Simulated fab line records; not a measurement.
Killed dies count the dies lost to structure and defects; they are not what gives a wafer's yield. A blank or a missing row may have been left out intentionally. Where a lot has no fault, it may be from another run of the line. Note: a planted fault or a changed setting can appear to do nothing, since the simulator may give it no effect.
fab line records	flow sky130	part 1 of 2: steps 1 to 27 of 37
[record] lots = 5	wafers = 15	last_day = 49
route steps=708 shown VT_ADJUST_PCH@143 SONOS_TUNNEL@154 SONOS_ONO@168
lots that met no fault: from a run of the same line without faults
start_h: hours from the record's opening day to when the first of the lot's shown wafers began	wait_h: hours elapsed since this lot's preceding step	" identical to the entry in the row above	L1.1+2: a row that stands for several wafers	- either no value or no given start	* or withheld: withheld	< > ~ a bound
route shown NAME@n: names a module that has steps shown in the file, with the first one's number in the route	usual: mean/standard deviation taken from wafers without a fault	same: alike in all rows	chamber/n: place in a boat	sites: the reading at each site	_std_site: standard deviation across them	_edge_site: mean of outer sites minus mean of inner sites	radius_mm: for every site, how far away it sits from the centre of the wafer	mask NAME#n: copy n	behind: the tool/chamber that last shaped the wafer	hold: why the lot was held/for how many hours/how that ended	device: which transistor (n, p or np) failed to switch	end of line: at the end of the route, the tests of the same wafers	step lacking rows: just its recipe	killed: the dies lost at the first sort to structure and to defects; this is not the yield of the wafer	map: the dies of a wafer, with x for killed, . for not killed, _ for no die there
set.NAME: the run value of the setting; set.NAME@STEP: its run value at that earlier step	model.NAME: the simulator's own value behind a step, which no gauge read
lots at some steps of the route; a table a step, a row a wafer
services: from which hour (start_h, from the record's first day; less than 0 if before it) a tool's chamber was out of use, for how many hours, and why
[[steps]]
[step SKY_VT_ADJUST_PCH_DEHYDRATE_00]
[recipe] temp_c = 200	time_s = 60
[usual] resist_line_temp_C = 23.03/0.1
lot.wafer	tool	chamber	start_h	wait_h	resist_line_temp_C
L074.1	litho_track-02	0	224.38	11.2	23.13
L074.4	"	0	"	"	23.01
L074.5	"	0	"	"	23.10
L080.2	litho_track-02	0	267.16	11.2	23.15
L080.4	"	0	"	"	23.19
L080.5	"	0	"	"	23.01
L081.1	litho_track-02	0	270.83	11.4	22.99
L081.4	"	0	"	"	22.98
L081.6	"	0	"	"	23.01
L084.3	litho_track-02	0	295.88	11.6	23.17
L084.5	"	0	"	"	23.15
L084.6	"	0	"	"	23.16
L086.4	litho_track-02	0	314.51	12.1	23.04
L086.5	"	0	"	"	23.08
L086.6	"	0	"	"	23.00
[step SKY_VT_ADJUST_PCH_HMDS_01]
[recipe] prime_time_s = 60	prime_temp_c = 120
[usual] resist_line_temp_C = 22.98/0.11
lot.wafer	tool	chamber	start_h	wait_h	resist_line_temp_C
L074.1	litho_track-02	0	224.53	0.1	22.91
L074.4	"	0	"	"	22.90
L074.5	"	0	"	"	23.06
L080.2	litho_track-02	0	267.31	0.1	22.98
L080.4	"	0	"	"	22.84
L080.5	"	0	"	"	22.97
L081.1	litho_track-02	0	270.98	0.1	23.21
L081.4	"	0	"	"	23.18
L081.6	"	0	"	"	23.08
L084.3	litho_track-02	0	296.03	0.1	22.86
L084.5	"	0	"	"	22.91
L084.6	"	0	"	"	22.92
L086.4	litho_track-02	0	314.66	0.1	23.22
L086.5	"	0	"	"	23.00
L086.6	"	0	"	"	22.94
[step SKY_VT_ADJUST_PCH_COAT_02]
[recipe] spin_rpm = 2000	resist_thk_nm = 3000
[usual] resist_line_temp_C = 23.00/0.11
lot.wafer	tool	chamber	start_h	wait_h	resist_line_temp_C
L074.1	litho_track-02	0	224.68	0.1	23.09
L074.4	"	0	"	"	23.00
L074.5	"	0	"	"	22.98
L080.2	litho_track-02	0	267.46	0.1	23.26
L080.4	"	0	"	"	23.10
L080.5	"	0	"	"	23.20
L081.1	litho_track-02	0	271.13	0.1	22.88
L081.4	"	0	"	"	23.16
L081.6	"	0	"	"	22.90
L084.3	litho_track-02	0	296.18	0.1	23.02
L084.5	"	0	"	"	23.18
L084.6	"	0	"	"	23.27
L086.4	litho_track-02	0	314.81	0.1	23.11
L086.5	"	0	"	"	23.05
L086.6	"	0	"	"	23.02
[step SKY_VT_ADJUST_PCH_SOFTBAKE_03]
[recipe] temp_c = 110	time_s = withheld
[usual] resist_line_temp_C = 22.99/0.12
lot.wafer	tool	chamber	start_h	wait_h	resist_line_temp_C
L074.1	litho_track-02	0	224.83	0.1	23.08
L074.4	"	0	"	"	23.01
L074.5	"	0	"	"	23.08
L080.2	litho_track-02	0	267.62	0.1	22.91
L080.4	"	0	"	"	22.86
L080.5	"	0	"	"	22.94
L081.1	litho_track-02	0	271.28	0.1	22.99
L081.4	"	0	"	"	22.86
L081.6	"	0	"	"	22.87
L084.3	litho_track-02	0	296.35	0.1	23.03
L084.5	"	0	"	"	23.00
L084.6	"	0	"	"	22.77
L086.4	litho_track-02	0	314.98	0.1	22.88
L086.5	"	0	"	"	23.18
L086.6	"	0	"	"	23.10
[step SKY_VT_ADJUST_PCH_EXPOSE_04]
[recipe] mask_id = NWM	na = 0.6	source_shape = conventional	sigma_outer = 0.6	polarization = unpolarized	target_cd_nm = 840	dose_mj = 255
[usual] reticle_temp_C = 23.02/0.11
lot.wafer	tool	chamber	start_h	wait_h	mask	reticle_temp_C
L074.1	iline_stepper-02	0	-	-	NWM#0	22.94
L074.4	"	0	"	"	NWM#0	22.86
L074.5	"	0	"	"	NWM#0	22.91
L080.2	iline_stepper-01	0	-	-	NWM#0	23.07
L080.4	"	0	"	"	NWM#0	23.03
L080.5	"	0	"	"	NWM#0	23.01
L081.1	iline_stepper-02	0	-	-	NWM#0	23.19
L081.4	"	0	"	"	NWM#0	22.98
L081.6	"	0	"	"	NWM#0	23.07
L084.3	iline_stepper-01	0	-	-	NWM#0	22.76
L084.5	"	0	"	"	NWM#0	23.12
L084.6	"	0	"	"	NWM#0	23.07
L086.4	iline_stepper-01	0	-	-	NWM#0	23.16
L086.5	"	0	"	"	NWM#0	22.98
L086.6	"	0	"	"	NWM#0	23.23
[step SKY_VT_ADJUST_PCH_PEB_05]
[recipe] temp_c = 115	time_s = withheld
[usual] resist_line_temp_C = 23.00/0.094
lot.wafer	tool	chamber	start_h	wait_h	resist_line_temp_C
L074.1	litho_track-04	0	-	-	23.03
L074.4	"	0	"	"	23.02
L074.5	"	0	"	"	23.11
L080.2	litho_track-02	0	-	-	23.02
L080.4	"	0	"	"	22.90
L080.5	"	0	"	"	23.03
L081.1	litho_track-04	0	-	-	22.88
L081.4	"	0	"	"	22.97
L081.6	"	0	"	"	22.88
L084.3	litho_track-04	0	-	-	22.85
L084.5	"	0	"	"	22.91
L084.6	"	0	"	"	22.89
L086.4	litho_track-01	0	-	-	22.92
L086.5	"	0	"	"	23.06
L086.6	"	0	"	"	23.06
[step SKY_VT_ADJUST_PCH_DEVELOP_06]
[recipe] wall_angle_deg = 90	developer = TMAH	develop_time_s = 60	dev_temp_c = 23
[usual] resist_line_temp_C = 23.03/0.11
lot.wafer	tool	chamber	start_h	wait_h	resist_line_temp_C
L074.1	litho_track-04	0	-	-	23.04
L074.4	"	0	"	"	23.07
L074.5	"	0	"	"	22.99
L080.2	litho_track-02	0	-	-	22.93
L080.4	"	0	"	"	22.83
L080.5	"	0	"	"	22.83
L081.1	litho_track-04	0	-	-	23.04
L081.4	"	0	"	"	23.06
L081.6	"	0	"	"	23.11
L084.3	litho_track-04	0	-	-	23.00
L084.5	"	0	"	"	22.98
L084.6	"	0	"	"	23.12
L086.4	litho_track-01	0	-	-	23.15
L086.5	"	0	"	"	23.03
L086.6	"	0	"	"	23.19
[step SKY_VT_ADJUST_PCH_OVL_MEAS_07]
[usual] VT_ADJUST_PCH_OVL = 1.1/1.2
lot.wafer	tool	chamber	start_h	wait_h	VT_ADJUST_PCH_OVL[nm]
L074.1	overlay-02	-	236.77	-	0.9
L074.4	"	-	"	"	1.1
L074.5	"	-	"	"	2.8
L080.2	overlay-02	-	279.84	-	-0.4
L080.4	"	-	"	"	1.0
L080.5	"	-	"	"	1.2
L081.1	overlay-02	-	283.27	-	-1.0
L081.4	"	-	"	"	1.7
L081.6	"	-	"	"	0.6
L084.3	overlay-02	-	308.68	-	1.2
L084.5	"	-	"	"	0.4
L084.6	"	-	"	"	0.1
L086.4	overlay-02	-	327.98	-	1.1
L086.5	"	-	"	"	3.2
L086.6	"	-	"	"	4.0
[step SKY_VT_ADJUST_PCH_IMPLANT_08]
[recipe] species = B	energy_kev = 10	dose_cm2 = 5e+11	tilt_deg = withheld
lot.wafer	tool	chamber	start_h	wait_h
L074.1+4+5	implanter-02	0	236.81	0.0
L080.2+4+5	implanter-03	0	279.89	0.0
L081.1+4+6	implanter-02	0	283.31	0.0
L084.3+5+6	implanter-03	0	308.76	0.1
L086.4+5+6	implanter-02	0	328.07	0.1
[step SKY_VT_ADJUST_PCH_STRIP_09]
[recipe] chemistry = O2/N2	power_w = 1400	pressure_mtorr = 1500	platen_temp_c = withheld	o2_flow_sccm = 3000	n2_flow_sccm = 300	overash_fraction = 0.5
[usual] drypump_motor_current_A = 5.6/0.41	o2_flow_sccm = 3000/8.7	oes_product_au = 0.723/0.0044	strip_time_to_endpoint_s = 36.94/0.12
lot.wafer	tool	chamber	start_h	wait_h	drypump_motor_current_A	o2_flow_sccm	oes_product_au	rf_hours_counter_h	strip_time_to_endpoint_s
L074.1	plasma_asher-02	0	236.96	0.1	6.0	2996	0.722	12	36.78
L074.4	"	1	"	"	4.9	3011	0.717	-	36.66
L074.5	"	0	"	"	6.0	2988	0.725	-	36.74
L080.2	plasma_asher-02	1	280.02	0.1	4.9	3002	0.726	16	37.01
L080.4	"	0	"	"	6.0	3000	0.722	-	36.97
L080.5	"	1	"	"	4.9	2985	0.721	-	36.87
L081.1	plasma_asher-02	0	283.46	0.1	6.0	2987	0.723	17	36.80
L081.4	"	1	"	"	4.9	2998	0.727	-	36.76
L081.6	"	1	"	"	4.9	3007	0.723	-	36.87
L084.3	plasma_asher-03	0	308.89	0.1	5.5	3009	0.728	-	36.89
L084.5	"	1	"	"	5.9	3003	0.721	-	36.74
L084.6	"	0	"	"	5.5	3001	0.718	-	36.89
L086.4	plasma_asher-01	0	328.18	0.1	5.5	2991	0.726	-	37.19
L086.5	"	1	"	"	6.1	2985	0.719	-	37.15
L086.6	"	0	"	"	5.5	3009	0.722	-	37.16
[step SKY_VT_ADJUST_PCH_TW_MEAS_10]
[usual] VT_ADJUST_PCH_TW = 143.7/1
lot.wafer	tool	chamber	start_h	wait_h	VT_ADJUST_PCH_TW
L074.1	film_metro-01	-	237.06	0.1	142.6
L074.4	"	-	"	"	142.9
L074.5	"	-	"	"	142.9
L080.2	film_metro-03	-	280.13	0.1	144.1
L080.4	"	-	"	"	144.3
L080.5	"	-	"	"	144.7
L081.1	film_metro-01	-	283.56	0.1	142.9
L081.4	"	-	"	"	142.4
L081.6	"	-	"	"	143.0
L084.3	film_metro-02	-	308.98	0.1	143.6
L084.5	"	-	"	"	143.9
L084.6	"	-	"	"	143.5
L086.4	film_metro-01	-	328.27	0.1	142.7
L086.5	"	-	"	"	142.8
L086.6	"	-	"	"	142.3
[step SKY_SONOS_TUNNEL_DEHYDRATE_00]
[recipe] temp_c = 200	time_s = 60
[usual] resist_line_temp_C = 22.97/0.097
lot.wafer	tool	chamber	start_h	wait_h	resist_line_temp_C
L074.1	litho_track-02	0	248.28	11.2	23.01
L074.4	"	0	"	"	22.98
L074.5	"	0	"	"	22.99
L080.2	litho_track-01	0	291.08	10.9	22.97
L080.4	"	0	"	"	23.12
L080.5	"	0	"	"	23.06
L081.1	litho_track-02	0	294.88	11.3	22.94
L081.4	"	0	"	"	23.01
L081.6	"	0	"	"	23.12
L084.3	litho_track-03	0	321.47	12.5	23.17
L084.5	"	0	"	"	22.99
L084.6	"	0	"	"	23.02
L086.4	litho_track-01	0	341.93	13.6	22.78
L086.5	"	0	"	"	22.80
L086.6	"	0	"	"	22.84
[step SKY_SONOS_TUNNEL_HMDS_01]
[recipe] prime_time_s = 60	prime_temp_c = 120
[usual] resist_line_temp_C = 22.99/0.12
lot.wafer	tool	chamber	start_h	wait_h	resist_line_temp_C
L074.1	litho_track-02	0	248.43	0.1	23.07
L074.4	"	0	"	"	23.08
L074.5	"	0	"	"	23.11
L080.2	litho_track-01	0	291.23	0.1	23.15
L080.4	"	0	"	"	23.15
L080.5	"	0	"	"	23.20
L081.1	litho_track-02	0	295.03	0.1	22.86
L081.4	"	0	"	"	22.95
L081.6	"	0	"	"	22.82
L084.3	litho_track-03	0	321.62	0.1	23.12
L084.5	"	0	"	"	22.86
L084.6	"	0	"	"	22.98
L086.4	litho_track-01	0	342.08	0.1	23.24
L086.5	"	0	"	"	23.27
L086.6	"	0	"	"	23.19
[step SKY_SONOS_TUNNEL_COAT_02]
[recipe] resist = NOVOLAK	spin_rpm = 3000	resist_thk_nm = 1140
[usual] resist_line_temp_C = 22.99/0.1
lot.wafer	tool	chamber	start_h	wait_h	resist_line_temp_C
L074.1	litho_track-02	0	248.58	0.1	23.05
L074.4	"	0	"	"	22.97
L074.5	"	0	"	"	23.17
L080.2	litho_track-01	0	291.38	0.1	23.02
L080.4	"	0	"	"	23.12
L080.5	"	0	"	"	23.03
L081.1	litho_track-02	0	295.18	0.1	23.13
L081.4	"	0	"	"	22.87
L081.6	"	0	"	"	22.93
L084.3	litho_track-03	0	321.77	0.1	23.03
L084.5	"	0	"	"	23.06
L084.6	"	0	"	"	23.04
L086.4	litho_track-01	0	342.23	0.1	22.99
L086.5	"	0	"	"	22.91
L086.6	"	0	"	"	22.86
[step SKY_SONOS_TUNNEL_SOFTBAKE_03]
[recipe] temp_c = 90	time_s = 60	resist = NOVOLAK
[usual] resist_line_temp_C = 22.99/0.11
lot.wafer	tool	chamber	start_h	wait_h	resist_line_temp_C
L074.1	litho_track-02	0	248.73	0.1	22.94
L074.4	"	0	"	"	22.90
L074.5	"	0	"	"	22.92
L080.2	litho_track-01	0	291.53	0.1	22.98
L080.4	"	0	"	"	23.15
L080.5	"	0	"	"	22.95
L081.1	litho_track-02	0	295.33	0.1	22.99
L081.4	"	0	"	"	22.92
L081.6	"	0	"	"	23.08
L084.3	litho_track-03	0	321.92	0.1	23.10
L084.5	"	0	"	"	22.97
L084.6	"	0	"	"	23.00
L086.4	litho_track-01	0	342.38	0.1	22.92
L086.5	"	0	"	"	23.07
L086.6	"	0	"	"	22.92
[step SKY_SONOS_TUNNEL_EXPOSE_04]
[recipe] mask_id = TUNM	na = 0.6	source_shape = conventional	sigma_outer = 0.6	polarization = unpolarized	target_cd_nm = 410	dose_mj = 136
[usual] reticle_temp_C = 23.01/0.11
lot.wafer	tool	chamber	start_h	wait_h	mask	reticle_temp_C
L074.1	iline_stepper-02	0	-	-	TUNM#0	22.89
L074.4	"	0	"	"	TUNM#0	23.02
L074.5	"	0	"	"	TUNM#0	23.07
L080.2	iline_stepper-02	0	-	-	TUNM#0	23.01
L080.4	"	0	"	"	TUNM#0	23.09
L080.5	"	0	"	"	TUNM#0	23.01
L081.1	iline_stepper-01	0	-	-	TUNM#0	23.06
L081.4	"	0	"	"	TUNM#0	22.90
L081.6	"	0	"	"	TUNM#0	23.09
L084.3	iline_stepper-02	0	-	-	TUNM#0	23.11
L084.5	"	0	"	"	TUNM#0	23.12
L084.6	"	0	"	"	TUNM#0	23.02
L086.4	iline_stepper-01	0	-	-	TUNM#0	23.18
L086.5	"	0	"	"	TUNM#0	23.16
L086.6	"	0	"	"	TUNM#0	23.10
[step SKY_SONOS_TUNNEL_PEB_05]
[recipe] temp_c = withheld	time_s = *	resist = NOVOLAK
[usual] resist_line_temp_C = *
lot.wafer	tool	chamber	start_h	wait_h	resist_line_temp_C
L074.1	litho_track-01	0	-	-	*
L074.4	"	0	"	"	*
L074.5	"	0	"	"	*
L080.2	litho_track-02	0	-	-	*
L080.4	"	0	"	"	*
L080.5	"	0	"	"	*
L081.1	litho_track-02	0	-	-	*
L081.4	"	0	"	"	*
L081.6	"	0	"	"	*
L084.3	litho_track-03	0	-	-	*
L084.5	"	0	"	"	*
L084.6	"	0	"	"	*
L086.4	litho_track-02	0	-	-	*
L086.5	"	0	"	"	*
L086.6	"	0	"	"	*
[step SKY_SONOS_TUNNEL_DEVELOP_06]
[recipe] resist = NOVOLAK	developer = TMAH	develop_time_s = 60	dev_temp_c = 23
[usual] resist_line_temp_C = 22.98/0.1
lot.wafer	tool	chamber	start_h	wait_h	resist_line_temp_C
L074.1	litho_track-01	0	260.26	0.1	22.85
L074.4	"	0	"	"	23.05
L074.5	"	0	"	"	23.04
L080.2	litho_track-02	0	304.11	0.1	22.98
L080.4	"	0	"	"	22.73
L080.5	"	0	"	"	22.75
L081.1	litho_track-02	0	307.63	0.1	22.97
L081.4	"	0	"	"	22.94
L081.6	"	0	"	"	22.91
L084.3	litho_track-03	0	334.52	0.1	23.04
L084.5	"	0	"	"	23.07
L084.6	"	0	"	"	23.03
L086.4	litho_track-02	0	354.81	0.1	22.95
L086.5	"	0	"	"	23.05
L086.6	"	0	"	"	22.92
[step SKY_SONOS_TUNNEL_CD_MEAS_07]
[recipe] target_cd_nm = 410
[usual] cd_nm = 410.6/2.5
lot.wafer	tool	chamber	start_h	wait_h	cd_nm
L074.1	cd_sem-01	-	260.41	0.1	406.7
L074.4	"	-	"	"	405.6
L074.5	"	-	"	"	407.0
L080.2	cd_sem-01	-	304.25	0.1	409.8
L080.4	"	-	"	"	410.9
L080.5	"	-	"	"	411.6
L081.1	cd_sem-01	-	307.78	0.1	410.3
L081.4	"	-	"	"	411.1
L081.6	"	-	"	"	407.6
L084.3	cd_sem-02	-	334.66	0.1	413.3
L084.5	"	-	"	"	414.5
L084.6	"	-	"	"	413.3
L086.4	cd_sem-01	-	354.94	0.1	409.5
L086.5	"	-	"	"	411.5
L086.6	"	-	"	"	411.5
[step SKY_SONOS_TUNNEL_OVL_MEAS_08]
[usual] SONOS_TUNNEL_OVL = -0.2/1.5
lot.wafer	tool	chamber	start_h	wait_h	SONOS_TUNNEL_OVL[nm]
L074.1	overlay-02	-	260.53	0.1	0.3
L074.4	"	-	"	"	0.9
L074.5	"	-	"	"	0.8
L080.2	overlay-01	-	304.36	0.1	-1.4
L080.4	"	-	"	"	1.1
L080.5	"	-	"	"	-0.3
L081.1	overlay-02	-	307.90	0.1	0.7
L081.4	"	-	"	"	0.4
L081.6	"	-	"	"	0.4
L084.3	overlay-02	-	334.75	0.1	-1.0
L084.5	"	-	"	"	-0.7
L084.6	"	-	"	"	-1.4
L086.4	overlay-02	-	355.02	0.1	2.2
L086.5	"	-	"	"	-0.4
L086.6	"	-	"	"	1.9
[step SKY_SONOS_TUNNEL_IMPLANT_09]
[recipe] species = B	energy_kev = 20	dose_cm2 = 1e+12	tilt_deg = withheld
lot.wafer	tool	chamber	start_h	wait_h
L074.1+4+5	implanter-04	0	260.56	0.0
L080.2+4+5	implanter-04	0	304.41	0.0
L081.1+4+6	implanter-04	0	307.94	0.0
L084.3+5+6	implanter-02	0	334.82	0.1
L086.4+5+6	implanter-03	0	355.11	0.1
[step SKY_SONOS_TUNNEL_WET_ETCH_10]
[recipe] chemistry = dHF	target_depth_nm = 14	target = SiO2	dilution = 100:1	temp_c = 25	time_s = 280
lot.wafer	tool	chamber	start_h	wait_h
L074.1+4+5	wet_bench-02	2	260.71	0.1
L080.2+4+5	wet_bench-02	1	304.54	0.1
L081.1+4+6	wet_bench-02	0	308.09	0.1
L084.3+5+6	wet_bench-02	0	334.92	0.1
L086.4+5+6	wet_bench-02	0	355.19	0.1
[step SKY_SONOS_TUNNEL_STRIP_11]
[recipe] chemistry = SPM	time_s = 600	temp_c = 130
lot.wafer	tool	chamber	start_h	wait_h
L074.1+4+5	wet_bench-03	0	260.81	0.0
L080.2+4+5	wet_bench-03	0	304.62	0.0
L081.1+4+6	wet_bench-01	3	308.17	0.0
L084.3+5+6	wet_bench-03	1	335.02	0.0
L086.4+5+6	wet_bench-03	0	355.28	0.0
[step SKY_SONOS_TUNNEL_TW_MEAS_12]
[usual] SONOS_TUNNEL_TW = 198.6/1.3
lot.wafer	tool	chamber	start_h	wait_h	SONOS_TUNNEL_TW
L074.1	film_metro-03	-	261.16	0.0	200.2
L074.4	"	-	"	"	198.9
L074.5	"	-	"	"	199.6
L080.2	film_metro-01	-	304.82	0.0	198.0
L080.4	"	-	"	"	199.0
L080.5	"	-	"	"	198.2
L081.1	film_metro-04	-	308.52	0.0	198.0
L081.4	"	-	"	"	199.0
L081.6	"	-	"	"	199.0
L084.3	film_metro-03	-	335.21	0.0	201.2
L084.5	"	-	"	"	200.2
L084.6	"	-	"	"	200.6
L086.4	film_metro-03	-	355.49	0.0	199.9
L086.5	"	-	"	"	199.6
L086.6	"	-	"	"	200.2
[step SKY_SONOS_TUNNEL_CLEAN_13]
[recipe] chemistry = dHF	time_s = 20	dilution = 100:1	dry = ipa_marangoni
lot.wafer	tool	chamber	start_h	wait_h
L074.1+4+5	wet_bench-03	2	261.22	0.1
L080.2+4+5	wet_bench-02	1	304.87	0.0
L081.1+4+6	wet_bench-03	0	308.58	0.1
L084.3+5+6	wet_bench-01	2	335.25	0.0
L086.4+5+6	wet_bench-02	1	355.52	0.0
[step SKY_SONOS_ONO_OXIDATION_00]
[recipe] temp_c = 800	ambient = O2	idle_temp_c = 700	ramp_up_c_per_min = 10	ramp_down_c_per_min = 3	stabilise_s = 600	purge_s = 300	target_thk_a = 26	ox_time_s = 1249
[usual] zone_power_upper_pct = 14.5/2
lot.wafer	tool	chamber	start_h	wait_h	zone_power_upper_pct
L074.1	furnace-01	0	264.81	3.6	16.8
L074.4	"	0	"	"	16.7
L074.5	"	0	"	"	16.5
L080.2	furnace-01	0	305.88	1.0	16.6
L080.4	"	0	"	"	16.8
L080.5	"	0	"	"	16.4
L081.1	furnace-01	0	308.74	0.1	16.6
L081.4	"	0	"	"	16.4
L081.6	"	0	"	"	16.6
L084.3	furnace-01	0	335.87	0.6	16.4
L084.5	"	0	"	"	16.8
L084.6	"	0	"	"	16.6
L086.4	furnace-02	0	356.34	0.8	12.7
L086.5	"	0	"	"	12.7
L086.6	"	0	"	"	12.4
[step SKY_SONOS_ONO_THK_MEAS_01]
[recipe] reads = SiO2_of_SONOS_ONO_OXIDATION_00
[usual] SONOS_ONO_OXIDATION_THK = 2.60/0.06
lot.wafer	tool	chamber	start_h	wait_h	SONOS_ONO_OXIDATION_THK[nm]
L074.1	film_metro-02	-	266.16	0.0	2.64
L074.4	"	-	"	"	2.63
L074.5	"	-	"	"	2.57
L080.2	film_metro-04	-	307.23	0.0	2.70
L080.4	"	-	"	"	2.65
L080.5	"	-	"	"	2.64
L081.1	film_metro-04	-	310.08	0.0	2.69
L081.4	"	-	"	"	2.67
L081.6	"	-	"	"	2.71
L084.3	film_metro-04	-	337.23	0.0	2.67
L084.5	"	-	"	"	2.64
L084.6	"	-	"	"	2.59
L086.4	film_metro-02	-	357.72	0.0	2.61
L086.5	"	-	"	"	2.60
L086.6	"	-	"	"	2.66
